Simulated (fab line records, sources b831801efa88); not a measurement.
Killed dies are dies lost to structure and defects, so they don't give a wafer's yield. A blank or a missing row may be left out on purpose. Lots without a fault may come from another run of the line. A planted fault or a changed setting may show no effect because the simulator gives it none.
A struck lot beside a sound one | flow sky130 | 14 steps out of a route of 708
Sound: wafers L533.1, L533.2, L533.5. Struck: wafers L530.2, L530.3, L530.5. The cause comes at the end.
At each step with rows: each side's tool, then ch and its chambers, then its first start. Under that, the readings that differ: sound wafers | struck wafers | difference of the means | sigmas: that difference in standard deviations of wafers without a fault.
alike: readings whose means differ by less than 2 such deviations, and words and numbers that are the same on both sides. not compared: withheld readings, readings that some wafer has no value for, bounds like >300 that may hide the same value, and numbers for which the record gives no deviation and whose values overlap.
The two part at a step that has a row with sigmas, a row that says differs or no value, or rows on one side only. Numbers that don't overlap but have no deviation are shown without sigmas and don't part them. A reading that every wafer of one side lacks parts them only if that side has two wafers or more.

first, 1 step without rows for these wafers: SKY_SONOS_ONO_OXIDATION_00 (stabilise 600 s, purge 300 s, target thk 2.6 nm).
SKY_SONOS_ONO_THK_MEAS_01:
  sound on film_metro-01, day 18 00:40; struck on film_metro-04, day 17 01:16
  alike: SONOS_ONO_OXIDATION_THK
then, 1 step without rows for these wafers: SKY_SONOS_ONO_CVD_02 (deposits Si3N4 from DCS/NH3, target thk 10.5 nm, time 180 s).
SKY_SONOS_ONO_THK_MEAS_03:
  sound on film_metro-04, day 18 03:26; struck on film_metro-01, day 17 07:23
  alike: SONOS_ONO_CVD_02_THK
then, 1 step without rows for these wafers: SKY_SONOS_ONO_CVD_04 (deposits SiO2 from SiH4/N2O, target thk 5.7199 nm).
SKY_SONOS_ONO_THK_MEAS_05:
  sound on film_metro-04, day 18 04:44; struck on film_metro-03, day 17 08:41
  alike: SONOS_ONO_CVD_04_THK
then, 6 steps without rows for these wafers: SKY_SONOS_ONO_DEHYDRATE_06 (time 60 s); SKY_SONOS_ONO_HMDS_07 (prime time 60 s); SKY_SONOS_ONO_COAT_08 (resist thk 1140 nm); SKY_SONOS_ONO_SOFTBAKE_09 (time 60 s); SKY_SONOS_ONO_EXPOSE_10 (exposes mask ONOM, target cd 410 nm); SKY_SONOS_ONO_PEB_11.
SKY_SONOS_ONO_DEVELOP_12: develop time 60 s.
  sound on litho_track-01 ch 0, day 19 10:55; struck on litho_track-04, day 18 14:11
  no value came back on the struck wafers for chill_plate_temp_C (C), develop_time_s (s); on the sound wafers chill_plate_temp_C (C) reads 23.01 22.91 23.09
SKY_SONOS_ONO_CD_MEAS_13: target cd 410 nm.
  sound on cd_sem-02, day 19 11:04; struck on cd_sem-01, day 18 14:19
  reading    | sound             | struck | difference                    | sigmas
  cd_nm (nm) | 412.2 413.1 411.7 | - - -  | no value on the struck wafers |

WHERE THEY PART
First at SKY_SONOS_ONO_DEVELOP_12; last, within this record, at SKY_SONOS_ONO_CD_MEAS_13.

WHY: what the simulator had put in
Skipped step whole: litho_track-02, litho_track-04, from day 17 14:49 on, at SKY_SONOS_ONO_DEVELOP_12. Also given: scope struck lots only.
